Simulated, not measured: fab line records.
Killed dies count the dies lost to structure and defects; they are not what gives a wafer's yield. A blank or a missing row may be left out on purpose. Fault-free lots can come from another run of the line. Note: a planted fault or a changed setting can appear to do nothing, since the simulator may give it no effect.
One fault seen from 2 desks / flow gf180mcu / numbers are kept per desk, each desk with only its own; the story behind them comes last

FOR THE TOOL OWNER'S DESK: implanter-02
For each lot that ran on this tool, the mean over its sampled wafers that have a number, from the tool's own readings at GF_HV_LDD_IMPLANT_09. Marked OUT: a lot whose mean sits more than 4 standard deviations from the usual mean, which makes it out of limits; the brackets give that distance.
Columns: A = beam_energy_keV at GF_HV_LDD_IMPLANT_09, usual 40.001
lot=L704; first seen here=day 11 07:29; A=40.011
lot=L709; first seen here=day 12 16:52; A=39.999
lot=L711; first seen here=day 13 13:47; A=40.007
lot=L721; first seen here=day 16 11:59; A=33.833 (-99 or more) OUT
lot=L722; first seen here=day 17 03:41; A=33.866 (-99 or more) OUT
This desk finds L721, L722 out of limits, L721 being first, at day 16 11:59 (beam_energy_keV at GF_HV_LDD_IMPLANT_09). Within limits: L704, L709, L711.

METROLOGY DESK
Lot by lot, what the gauges showed, no matter which tool ran the lot: averages of those sampled wafers that carry a number. Marked OUT: a lot whose mean sits more than 4 standard deviations from the usual mean, which makes it out of limits; the brackets give that distance.
Columns: A = HV_LDD_TW at GF_HV_LDD_TW_MEAS_11, usual 2420; B = HV_LDD_RS at GF_HV_LDD_RS_MEAS_53, usual 419.4 ohm/sq; C = CONTACT_BOW at GF_CONTACT_BOW_MEAS_05, usual 66 um
lot=L700; first seen here=day 10 00:59; A=2418; B=420.2; C=68
lot=L701; first seen here=day 10 08:16; A=2436; B=419.2; C=66
lot=L702; first seen here=day 10 14:22; A=2381; B=419.8; C=66
lot=L703; first seen here=day 11 00:37; A=2432; B=420.2; C=62
lot=L704; first seen here=day 11 07:44; A=2439; B=419.8; C=66
lot=L705; first seen here=day 11 13:53; A=2443; B=420.4; C=58
lot=L707; first seen here=day 12 01:37; A=2388; B=419.6; C=59
lot=L709; first seen here=day 12 17:05; A=2441; B=417.6; C=63
lot=L711; first seen here=day 13 14:02; A=2427; B=420.0; C=80
lot=L719; first seen here=day 16 06:49; A=2436; B=419.6; C=74
lot=L721; first seen here=day 16 12:13; A=2302 (-5.6) OUT; B=423.2 (+4.2) OUT; C=68
lot=L722; first seen here=day 17 03:55; A=2328 (-4.4) OUT; B=422.9; C=69
This desk's finding: out of limits on L721, L722; first on L721, day 16 12:13 (HV_LDD_TW at GF_HV_LDD_TW_MEAS_11). Within limits: L700, L701, L702, L703, L704, L705, L707, L709, L711, L719.

ALL TOGETHER
At day 16 11:59, on L721, L722, the tool owner's desk was in a position to raise an alarm.
At day 16 12:13 the metrology desk could have sounded an alarm, on L721, L722.
Of the lots named, all ran GF_HV_LDD_IMPLANT_09 on implanter-02.

WHAT HAD BEEN PUT IN BY THE SIMULATOR
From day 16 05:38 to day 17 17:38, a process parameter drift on implanter-02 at GF_HV_LDD_IMPLANT_09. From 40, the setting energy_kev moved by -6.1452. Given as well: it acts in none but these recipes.
Struck lots among those shown: L721, L722.
Hours from the fault's start to each desk's first reading out of limits: the tool owner's desk, 6; the metrology desk, 7.
